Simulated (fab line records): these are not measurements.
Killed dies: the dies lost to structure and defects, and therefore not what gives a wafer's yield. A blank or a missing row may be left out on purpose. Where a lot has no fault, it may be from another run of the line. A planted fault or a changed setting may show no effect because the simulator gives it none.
A struck lot beside a sound one    flow sky130    22 out of 708 route steps
Sound: wafers L647.3, L647.4, L647.6. Wafers struck: L652.1, L652.2, L652.3. The cause is named last.
Order at every step that has rows: each side's tool, ch and its chambers, its first start. Under that, the readings that differ: sound wafers    struck wafers    difference of the means    sigmas: that difference in standard deviations of wafers without a fault.
alike: readings whose means differ by less than 2 such deviations, and words and numbers that are the same on both sides. not compared: withheld readings, readings that some wafer has no value for, bounds like >300 that may hide the same value, and numbers for which the record gives no deviation and whose values overlap.
Wherever a step has rows on one side only, a row that says differs or no value, or a row with sigmas, the two part there. Non-overlapping numbers with no deviation appear without sigmas and do not part them. A reading that every wafer of one side lacks parts them only if that side has two wafers or more.

SKY_POLY_GATE_THK_MEAS_21:
  sound on film_metro-03, day 19 10:43; struck on film_metro-03, day 20 21:56
  alike: POLY_GATE_OXIDATION_THK
SKY_POLY_GATE_CD_MEAS_22:
  sound on cd_sem-01, day 19 10:49; struck on cd_sem-01, day 20 22:00
  alike: cd_nm
then, 7 steps without rows for these wafers: SKY_LDD_N_DEHYDRATE_00 (time 60 s); SKY_LDD_N_HMDS_01 (prime time 60 s); SKY_LDD_N_COAT_02 (resist thk 300 nm); SKY_LDD_N_SOFTBAKE_03 (time 60 s); SKY_LDD_N_EXPOSE_04 (exposes mask NTM, target cd 840 nm); SKY_LDD_N_PEB_05; SKY_LDD_N_DEVELOP_06 (develop time 60 s).
SKY_LDD_N_OVL_MEAS_07:
  sound on overlay-02, day 20 18:23; struck on overlay-01, day 22 05:05
  alike: LDD_N_OVL
then, 2 steps without rows for these wafers: SKY_LDD_N_IMPLANT_08; SKY_LDD_N_IMPLANT_09.
SKY_LDD_N_IMPLANT_10:
  sound on implanter-02 ch 0, day 20 18:46; struck on implanter-03 ch 0, day 22 05:44
  alike: rotation_deg
then, 5 steps without rows for these wafers: SKY_LDD_N_IMPLANT_11; SKY_LDD_N_IMPLANT_12; SKY_LDD_N_IMPLANT_13; SKY_LDD_N_IMPLANT_14; SKY_LDD_N_IMPLANT_15.
SKY_LDD_N_STRIP_16: strips in O2/N2.
  sound on plasma_asher-04 ch 0,1, day 20 19:39; struck on plasma_asher-04 ch 0,1, day 22 06:46
reading                       sound              struck             difference  sigmas
strip_time_to_endpoint_s (s)  4.286 4.306 4.291  4.521 4.520 4.518  +0.225      +15
  alike: drypump_motor_current_A, oes_product_au
  not compared: rf_hours_counter_h
SKY_LDD_N_TW_MEAS_17:
  sound on film_metro-01, day 20 19:44; struck on film_metro-03, day 22 06:52
reading   sound           struck          difference  sigmas
LDD_N_TW  2609 2595 2612  2652 2659 2660  +52         +2
then, 1 step without rows for these wafers: SKY_LDD_P_DEHYDRATE_00 (time 60 s).
-- record jumps: 27 days separate the struck wafers' starts on either side; left off in module LDD_P, taken up again in module PAD_OPEN, whose first shown step is the route's number 708 --
SKY_PAD_OPEN_PROBE_99:
  sound on prober-02, day 48 09:49; struck on prober-01, day 49 09:13
reading                      sound            struck           difference  sigmas
model.etest.tip_n.rs_ohm_sq  436.9 439 439.9  388.9 391.3 386  -49.9       
  alike: killed_at_M0_to_M3, killed_at_M4_up, killed_at_contacts, killed_at_front_end, killed_at_other, killed_dies, killed_open, killed_short
  not compared: model.etest.nfet_01v8_swapped.vt_sat_v, model.etest.nfet_01v8_turned.vt_sat_v

WHERE THEY PART
Last at SKY_LDD_N_TW_MEAS_17 as far as this record goes, first at SKY_LDD_N_STRIP_16. Later steps at which nothing parts them and some readings are alike: SKY_PAD_OPEN_PROBE_99.

WHY: whatever the simulator had introduced
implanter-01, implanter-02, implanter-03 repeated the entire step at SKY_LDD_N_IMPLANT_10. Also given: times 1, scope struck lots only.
